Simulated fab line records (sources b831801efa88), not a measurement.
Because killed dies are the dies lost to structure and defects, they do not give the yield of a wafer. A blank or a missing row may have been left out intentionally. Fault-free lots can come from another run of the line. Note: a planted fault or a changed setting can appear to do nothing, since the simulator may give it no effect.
fab line records ; flow sky130
record lots=15; wafers=45; lastDay=50
route steps=708 shown NWELL@63 VT_ADJUST_HVTP@92 VT_ADJUST_LVTN@115 SONOS_TUNNEL@157 PAD_OPEN@708
lots with no fault: from the same line, run without faults
startH: start of the lot's first displayed wafer, in hours after the record's first day ; waitH: hours elapsed since this lot's preceding step ; " unchanged from the row above ; L1.1+2: a row that stands for several wafers ; - no value present, or no start provided ; * or withheld: withheld ; < > ~ a bound
route shown NAME@n: a module of which the file shows steps, and the number in the route of the first ; usual: mean and standard deviation over wafers with no fault ; same: alike in all rows ; chamber/n: place in a boat ; sites: each site's reading ; _std_site: standard deviation across them ; _edge_site: the outer-site mean with the inner-site mean subtracted ; radiusMm: how far each site lies from the wafer's centre ; mask NAME#n: copy n ; behind: the most recent tool/chamber to have shaped the wafer ; hold: why the lot was held/for how many hours/how that ended ; device: names the non-switching transistor (n, p or np) ; end of line: tests run on the same wafers once the route is complete ; a step with no rows: only its recipe ; killed: dies that structure and defects cost at the first sort, which is not the same as the wafer's yield ; map: a wafer's dies, x killed, . not, _ none there
set.NAME: the run value of the setting; set.NAME@STEP: its run value at that earlier step ; model.NAME: the simulator's own value behind a step, which no gauge read
a sample of lots followed through the steps of the route, with each step as a table and each wafer as a row
## steps
# step SKY_NWELL_OVL_MEAS_10
# usual NWELL_00_OVL=0.0/1.5
lot.wafer;tool;chamber;startH;waitH;NWELL_00_OVL[nm]
L152.1;overlay-01;-;94.01;-;0.5
L152.2;overlay-01;-;94.01;-;1.8
L152.5;overlay-01;-;94.01;-;-0.4
L153.1;overlay-02;-;99.74;-;0.3
L153.2;overlay-02;-;99.74;-;-0.2
L153.6;overlay-02;-;99.74;-;0.9
L154.1;overlay-01;-;106.13;-;-0.6
L154.4;overlay-01;-;106.13;-;-1.1
L154.5;overlay-01;-;106.13;-;-0.9
L155.2;overlay-01;-;108.87;-;-0.9
L155.5;overlay-01;-;108.87;-;-1.3
L155.6;overlay-01;-;108.87;-;-1.1
L156.3;overlay-02;-;115.61;-;0.1
L156.4;overlay-02;-;115.61;-;1.1
L156.6;overlay-02;-;115.61;-;3.3
L157.1;overlay-01;-;120.19;-;-3.6
L157.5;overlay-01;-;120.19;-;-2.4
L157.6;overlay-01;-;120.19;-;-1.2
L158.1;overlay-02;-;125.31;-;1.5
L158.4;overlay-02;-;125.31;-;2.1
L158.6;overlay-02;-;125.31;-;1.9
L161.3;overlay-02;-;146.55;-;0.2
L161.5;overlay-02;-;146.55;-;-0.1
L161.6;overlay-02;-;146.55;-;0.9
L162.2;overlay-01;-;150.94;-;0.0
L162.4;overlay-01;-;150.94;-;-0.4
L162.5;overlay-01;-;150.94;-;-0.3
L163.3;overlay-02;-;156.98;-;-1.0
L163.4;overlay-02;-;156.98;-;-1.2
L163.6;overlay-02;-;156.98;-;0.1
L165.1;overlay-01;-;170.13;-;0.8
L165.2;overlay-01;-;170.13;-;2.2
L165.5;overlay-01;-;170.13;-;1.4
L170.2;overlay-01;-;198.54;-;-1.6
L170.4;overlay-01;-;198.54;-;-1.7
L170.6;overlay-01;-;198.54;-;-1.6
L172.1;overlay-02;-;216.06;-;1.8
L172.4;overlay-02;-;216.06;-;0.3
L172.5;overlay-02;-;216.06;-;-0.6
L173.3;overlay-01;-;222.25;-;1.2
L173.4;overlay-01;-;222.25;-;0.9
L173.6;overlay-01;-;222.25;-;1.1
L174.1;overlay-02;-;225.11;-;3.8
L174.4;overlay-02;-;225.11;-;3.1
L174.5;overlay-02;-;225.11;-;2.5
# step SKY_VT_ADJUST_HVTP_CD_MEAS_07
# recipe targetCdNm=380
# usual cdNm=380/3
lot.wafer;tool;chamber;startH;waitH;cdNm
L152.1;cdSem-02;-;132.32;0.1;382
L152.2;cdSem-02;-;132.32;0.1;382
L152.5;cdSem-02;-;132.32;0.1;381
L153.1;cdSem-01;-;138.84;0.1;379
L153.2;cdSem-01;-;138.84;0.1;380
L153.6;cdSem-01;-;138.84;0.1;378
L154.1;cdSem-02;-;145.59;0.1;381
L154.4;cdSem-02;-;145.59;0.1;382
L154.5;cdSem-02;-;145.59;0.1;381
L155.2;cdSem-01;-;148.31;0.1;383
L155.5;cdSem-01;-;148.31;0.1;382
L155.6;cdSem-01;-;148.31;0.1;380
L156.3;cdSem-01;-;155.03;0.1;380
L156.4;cdSem-01;-;155.03;0.1;382
L156.6;cdSem-01;-;155.03;0.1;382
L157.1;cdSem-01;-;159.52;0.1;381
L157.5;cdSem-01;-;159.52;0.1;378
L157.6;cdSem-01;-;159.52;0.1;378
L158.1;cdSem-02;-;165.22;0.1;379
L158.4;cdSem-02;-;165.22;0.1;378
L158.6;cdSem-02;-;165.22;0.1;379
L161.3;cdSem-02;-;189.66;0.1;385
L161.5;cdSem-02;-;189.66;0.1;383
L161.6;cdSem-02;-;189.66;0.1;385
L162.2;cdSem-02;-;193.08;0.1;379
L162.4;cdSem-02;-;193.08;0.1;382
L162.5;cdSem-02;-;193.08;0.1;381
L163.3;cdSem-01;-;200.51;0.1;385
L163.4;cdSem-01;-;200.51;0.1;385
L163.6;cdSem-01;-;200.51;0.1;387
L165.1;cdSem-01;-;214.81;0.1;376
L165.2;cdSem-01;-;214.81;0.1;375
L165.5;cdSem-01;-;214.81;0.1;375
L170.2;cdSem-02;-;246.19;0.1;377
L170.4;cdSem-02;-;246.19;0.1;376
L170.6;cdSem-02;-;246.19;0.1;377
L172.1;cdSem-02;-;264.07;0.1;379
L172.4;cdSem-02;-;264.07;0.1;380
L172.5;cdSem-02;-;264.07;0.1;380
L173.3;cdSem-01;-;271.31;0.1;384
L173.4;cdSem-01;-;271.31;0.1;386
L173.6;cdSem-01;-;271.31;0.1;384
L174.1;cdSem-01;-;274.67;0.1;375
L174.4;cdSem-01;-;274.67;0.1;376
L174.5;cdSem-01;-;274.67;0.1;376
# step SKY_VT_ADJUST_LVTN_OVL_MEAS_18
# usual VT_ADJUST_LVTN_01_OVL=-0.4/1.6
lot.wafer;tool;chamber;startH;waitH;VT_ADJUST_LVTN_01_OVL[nm]
L152.1;overlay-01;-;172.84;0.1;-0.9
L152.2;overlay-01;-;172.84;0.1;-0.6
L152.5;overlay-01;-;172.84;0.1;0.9
L153.1;overlay-01;-;179.67;0.1;-0.2
L153.2;overlay-01;-;179.67;0.1;0.1
L153.6;overlay-01;-;179.67;0.1;-0.7
L154.1;overlay-02;-;186.68;0.1;2.3
L154.4;overlay-02;-;186.68;0.1;1.1
L154.5;overlay-02;-;186.68;0.1;2.4
L155.2;overlay-02;-;190.30;0.1;-0.2
L155.5;overlay-02;-;190.30;0.1;0.6
L155.6;overlay-02;-;190.30;0.1;0.4
L156.3;overlay-01;-;196.95;0.1;0.4
L156.4;overlay-01;-;196.95;0.1;-0.6
L156.6;overlay-01;-;196.95;0.1;0.0
L157.1;overlay-02;-;202.47;0.1;1.3
L157.5;overlay-02;-;202.47;0.1;1.5
L157.6;overlay-02;-;202.47;0.1;1.4
L158.1;overlay-01;-;208.77;0.1;-1.6
L158.4;overlay-01;-;208.77;0.1;-1.4
L158.6;overlay-01;-;208.77;0.1;-2.1
L161.3;overlay-02;-;235.74;0.1;2.9
L161.5;overlay-02;-;235.74;0.1;1.7
L161.6;overlay-02;-;235.74;0.1;0.2
L162.2;overlay-02;-;239.09;0.1;1.5
L162.4;overlay-02;-;239.09;0.1;0.5
L162.5;overlay-02;-;239.09;0.1;2.0
L163.3;overlay-02;-;248.28;0.1;-3.0
L163.4;overlay-02;-;248.28;0.1;-1.9
L163.6;overlay-02;-;248.28;0.1;-1.4
L165.1;overlay-02;-;262.77;0.1;-1.0
L165.2;overlay-02;-;262.77;0.1;-2.1
L165.5;overlay-02;-;262.77;0.1;-1.8
L170.2;overlay-01;-;298.93;0.1;0.2
L170.4;overlay-01;-;298.93;0.1;-1.1
L170.6;overlay-01;-;298.93;0.1;-1.4
L172.1;overlay-01;-;314.14;0.1;-2.1
L172.4;overlay-01;-;314.14;0.1;-1.3
L172.5;overlay-01;-;314.14;0.1;-2.3
L173.3;overlay-01;-;321.53;0.1;0.0
L173.4;overlay-01;-;321.53;0.1;-0.4
L173.6;overlay-01;-;321.53;0.1;1.9
L174.1;overlay-01;-;327.78;0.1;0.8
L174.4;overlay-01;-;327.78;0.1;1.1
L174.5;overlay-01;-;327.78;0.1;0.3
# step SKY_SONOS_TUNNEL_SOFTBAKE_03
# recipe tempC=90; timeS=60; resist=NOVOLAK
# usual runLengthS=89.23/0.11
lot.wafer;tool;chamber;startH;waitH;runLengthS
L152.1;lithoTrack-04;0;251.92;0.1;89.41
L152.2;lithoTrack-04;0;251.92;0.1;89.33
L152.5;lithoTrack-04;0;251.92;0.1;89.37
L153.1;lithoTrack-02;0;260.98;0.1;89.19
L153.2;lithoTrack-02;0;260.98;0.1;89.41
L153.6;lithoTrack-02;0;260.98;0.1;89.44
L154.1;lithoTrack-04;0;268.12;0.1;89.33
L154.4;lithoTrack-04;0;268.12;0.1;89.30
L154.5;lithoTrack-04;0;268.12;0.1;89.19
L155.2;lithoTrack-02;0;272.85;0.1;89.20
L155.5;lithoTrack-02;0;272.85;0.1;89.20
L155.6;lithoTrack-02;0;272.85;0.1;89.23
L156.3;lithoTrack-04;0;278.87;0.1;89.31
L156.4;lithoTrack-04;0;278.87;0.1;89.28
L156.6;lithoTrack-04;0;278.87;0.1;89.20
L157.1;lithoTrack-02;0;286.88;0.1;89.09
L157.5;lithoTrack-02;0;286.88;0.1;89.15
L157.6;lithoTrack-02;0;286.88;0.1;89.12
L158.1;lithoTrack-02;0;292.63;0.1;89.18
L158.4;lithoTrack-02;0;292.63;0.1;89.19
L158.6;lithoTrack-02;0;292.63;0.1;89.40
L161.3;lithoTrack-01;0;323.74;0.1;89.44
L161.5;lithoTrack-01;0;323.74;0.1;89.09
L161.6;lithoTrack-01;0;323.74;0.1;89.05
L162.2;lithoTrack-02;0;328.25;0.1;120.64
L162.4;lithoTrack-02;0;328.25;0.1;120.45
L162.5;lithoTrack-02;0;328.25;0.1;120.55
L163.3;lithoTrack-02;0;337.33;0.1;120.51
L163.4;lithoTrack-02;0;337.33;0.1;120.88
L163.6;lithoTrack-02;0;337.33;0.1;120.64
L165.1;lithoTrack-02;0;354.48;0.1;120.57
L165.2;lithoTrack-02;0;354.48;0.1;120.51
L165.5;lithoTrack-02;0;354.48;0.1;120.60
L170.2;lithoTrack-04;0;394.95;0.1;89.27
L170.4;lithoTrack-04;0;394.95;0.1;89.23
L170.6;lithoTrack-04;0;394.95;0.1;89.22
L172.1;lithoTrack-02;0;413.58;0.1;89.22
L172.4;lithoTrack-02;0;413.58;0.1;89.41
L172.5;lithoTrack-02;0;413.58;0.1;89.41
L173.3;lithoTrack-02;0;420.98;0.1;89.38
L173.4;lithoTrack-02;0;420.98;0.1;89.34
L173.6;lithoTrack-02;0;420.98;0.1;89.22
L174.1;lithoTrack-01;0;427.19;0.1;89.29
L174.4;lithoTrack-01;0;427.19;0.1;89.10
L174.5;lithoTrack-01;0;427.19;0.1;89.16
# step SKY_PAD_OPEN_PROBE_99
# usual killed_at_M0_to_M3=43/6.5; killed_at_M4_up=3.2/1.9; killedAtContacts=25/5.5; killedAtFrontEnd=14/4.2; killedAtOther=0.2/0.44; killedDies=85/8.5; killedOpen=47/7; killedShort=39/6.3
# same grossDies=492; killedAtBackSide=0
lot.wafer;tool;chamber;startH;waitH;killed_at_M0_to_M3;killed_at_M4_up;killedAtContacts;killedAtFrontEnd;killedAtOther;killedDies;killedOpen;killedShort
L155.2;prober-02;-;1109.39;0.1;34;5;19;14;0;72;36;36
L155.5;prober-02;-;1109.54;0.2;50;3;16;14;0;83;42;41
L155.6;prober-02;-;1109.59;0.2;40;3;23;16;0;82;38;44
L165.1;prober-02;-;1166.27;0.1;46;4;23;14;0;87;48;39
L165.2;prober-02;-;1166.32;0.1;45;2;16;20;0;83;36;47
L165.5;prober-02;-;1166.47;0.2;39;5;27;18;0;89;46;43
L172.1;prober-01;-;1201.69;0.1;42;1;25;14;1;83;38;45
L172.4;prober-01;-;1201.84;0.2;42;3;32;7;0;84;48;36
L172.5;prober-01;-;1201.89;0.2;34;1;24;5;0;64;35;29
# killed by level:class
L155.2 FIELD_ISO:geometricParticle:short=8 LI_CONTACT:geometricParticle:open=8 VIA1:geometricParticle:open=8 METAL1:geometricParticle:short=6 VIA2:geometricParticle:open=6 CONTACT:geometricParticle:open=5 METAL2:geometricParticle:short=5 METAL4:geometricParticle:short=4
L155.5 VIA1:geometricParticle:open=11 VIA2:geometricParticle:open=9 CONTACT:geometricParticle:open=7 METAL1:geometricParticle:short=5 VIA1:geometricParticle:short=5 VIA3:geometricParticle:open=5 POLY_GATE:geometricParticle:short=4 METAL2:geometricParticle:short=4
L155.6 VIA2:geometricParticle:open=9 LI_CONTACT:geometricParticle:open=8 METAL1:geometricParticle:short=8 POLY_GATE:geometricParticle:open=5 CONTACT:geometricParticle:short=5 CONTACT:geometricParticle:open=5 FIELD_ISO:geometricParticle:short=4 VIA1:geometricParticle:short=4
L165.1 VIA1:geometricParticle:open=13 VIA2:geometricParticle:open=9 METAL1:geometricParticle:short=7 LI_CONTACT:geometricParticle:open=7 CONTACT:geometricParticle:open=6 FIELD_ISO:geometricParticle:open=5 CONTACT:geometricParticle:short=5 METAL2:geometricParticle:short=4
L165.2 POLY_GATE:geometricParticle:short=8 CONTACT:geometricParticle:open=7 METAL2:geometricParticle:short=7 VIA3:geometricParticle:short=7 VIA1:geometricParticle:open=6 VIA1:geometricParticle:short=5 LI_CONTACT:geometricParticle:open=5 METAL1:geometricParticle:short=5
L165.5 CONTACT:geometricParticle:open=15 VIA2:geometricParticle:open=8 VIA1:geometricParticle:short=8 FIELD_ISO:geometricParticle:open=6 LOCAL_INTERCONNECT:geometricParticle:short=6 VIA1:geometricParticle:open=5 METAL1:geometricParticle:short=4 METAL2:geometricParticle:short=4
L172.1 CONTACT:geometricParticle:open=8 VIA1:geometricParticle:open=8 VIA3:geometricParticle:open=7 VIA1:geometricParticle:short=7 POLY_GATE:geometricParticle:short=6 CONTACT:geometricParticle:short=5 LI_CONTACT:geometricParticle:short=4 LI_CONTACT:geometricParticle:open=4
L172.4 VIA1:geometricParticle:open=10 CONTACT:geometricParticle:open=9 METAL1:geometricParticle:short=8 LI_CONTACT:geometricParticle:open=7 LOCAL_INTERCONNECT:geometricParticle:short=6 VIA2:geometricParticle:open=6 VIA3:geometricParticle:open=6 CONTACT:geometricParticle:short=5
L172.5 CONTACT:geometricParticle:open=9 METAL1:geometricParticle:short=7 METAL2:geometricParticle:short=7 CONTACT:geometricParticle:short=5 VIA1:geometricParticle:open=5 METAL2:geometricParticle:open=5 FIELD_ISO:geometricParticle:short=4 LI_CONTACT:geometricParticle:open=4
## key
firstSign step=SKY_SONOS_TUNNEL_SOFTBAKE_03; reading=runLengthS; direction=up; sigmas=99+; usual=*; struck=*
effect none on later readings
metAt SKY_SONOS_TUNNEL_SOFTBAKE_03
struckLots L162,L163,L165
testerLeftOut L162,L163,L165
notActingAt SKY_NWELL_OVL_MEAS_10,SKY_VT_ADJUST_HVTP_CD_MEAS_07,SKY_VT_ADJUST_LVTN_OVL_MEAS_18
onsetBetween 292.63 328.25
fault kind=processParameterDrift; tool=lithoTrack-02; chamber=-; onsetH=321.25; steps=SKY_SONOS_TUNNEL_SOFTBAKE_03; channel=timeS; offset=*; shape=step; endH=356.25; actsIn=*; stated=*
# testerLeftOut: of these lots the tester's yield and bins aren't shown, on N5 and GAA mostly nor the transistor test; their killed dies are dies lost to structure and defects alone, not to doping, threshold or leakage, so they don't give the yield
